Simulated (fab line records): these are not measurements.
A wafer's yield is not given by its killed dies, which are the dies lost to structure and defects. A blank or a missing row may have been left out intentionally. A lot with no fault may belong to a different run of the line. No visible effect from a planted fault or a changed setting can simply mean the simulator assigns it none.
A lot that was struck, set against a sound lot ; flow gf180mcu ; 14 steps out of a route of 602
Sound: wafers L330.2, L330.3, L330.6. The struck wafers were L335.1, L335.2, L335.5. At the end, the cause is stated.
Order at every step that has rows: each side's tool, ch and its chambers, its first start. Under that, the readings that differ: sound wafers ; struck wafers ; difference of the means ; sigmas: that difference in standard deviations of wafers without a fault.
alike: readings with means less than 2 such deviations apart, plus words and numbers identical on both sides. not compared: withheld readings, readings lacking a value on some wafer, bounds such as >300 that could conceal the same value, and numbers that have no deviation in the record and whose values overlap.
A row with sigmas, a row that says differs or no value, or rows on one side alone: a step with any of these is where the two part. Non-overlapping numbers with no deviation appear without sigmas and do not part them. Lack of a reading on every wafer of one side parts them only where that side has two or more wafers.

GF_HV_LDD_CD_MEAS_31: target cd 400 nm.
  sound on cd_sem-02, day 15 08:41; struck on cd_sem-02, day 17 13:46
  alike: cd_nm
GF_HV_LDD_OVL_MEAS_32:
  sound on overlay-02, day 15 08:47; struck on overlay-01, day 17 13:53
  alike: HV_LDD_02_OVL
then, 4 steps without rows for these wafers: GF_HV_LDD_IMPLANT_33; GF_HV_LDD_IMPLANT_34; GF_HV_LDD_IMPLANT_35; GF_HV_LDD_IMPLANT_36.
GF_HV_LDD_STRIP_37: strips in O2/N2.
  sound on plasma_asher-02 ch 0,1, day 15 09:25; struck on plasma_asher-02 ch 0,1, day 17 14:32
  alike: drypump_motor_current_A, heater_power_w, oes_product_au, strip_time_to_endpoint_s
  not compared: rf_hours_counter_h
GF_HV_LDD_TW_MEAS_38:
  sound on film_metro-01, day 15 09:31; struck on film_metro-02, day 17 14:38
  alike: HV_LDD_3_TW
then, 4 steps without rows for these wafers: GF_HV_LDD_DEHYDRATE_39 (time 60 s); GF_HV_LDD_HMDS_40 (prime time 60 s); GF_HV_LDD_COAT_41 (resist thk 1000 nm); GF_HV_LDD_SOFTBAKE_42 (time 60 s).
GF_HV_LDD_EXPOSE_43: exposes mask Pplus HV AREA, target cd 400 nm.
  struck on iline_stepper-02, day 18 02:18; sound on iline_stepper-02 ch 0, day 15 20:28
  no value came back on the struck wafers for exposure_dose_mJ_cm2, focus_offset_nm (nm), reticle_temp_C (C); on the sound wafers exposure_dose_mJ_cm2 reads 139.95 140.23 140.03
reading;sound;struck;difference;sigmas
model.HV_LDD.overlay_x_nm (nm);0.4824 0.4824 0.4824;-0.3596 -0.3596 -0.3596;-0.8420;
  alike: mask
after that, 1 step had no rows for these wafers: GF_HV_LDD_PEB_44.

== WHERE THEY PART ==
Within this record, at GF_HV_LDD_EXPOSE_43 only.

WHY: the cause the simulator had injected
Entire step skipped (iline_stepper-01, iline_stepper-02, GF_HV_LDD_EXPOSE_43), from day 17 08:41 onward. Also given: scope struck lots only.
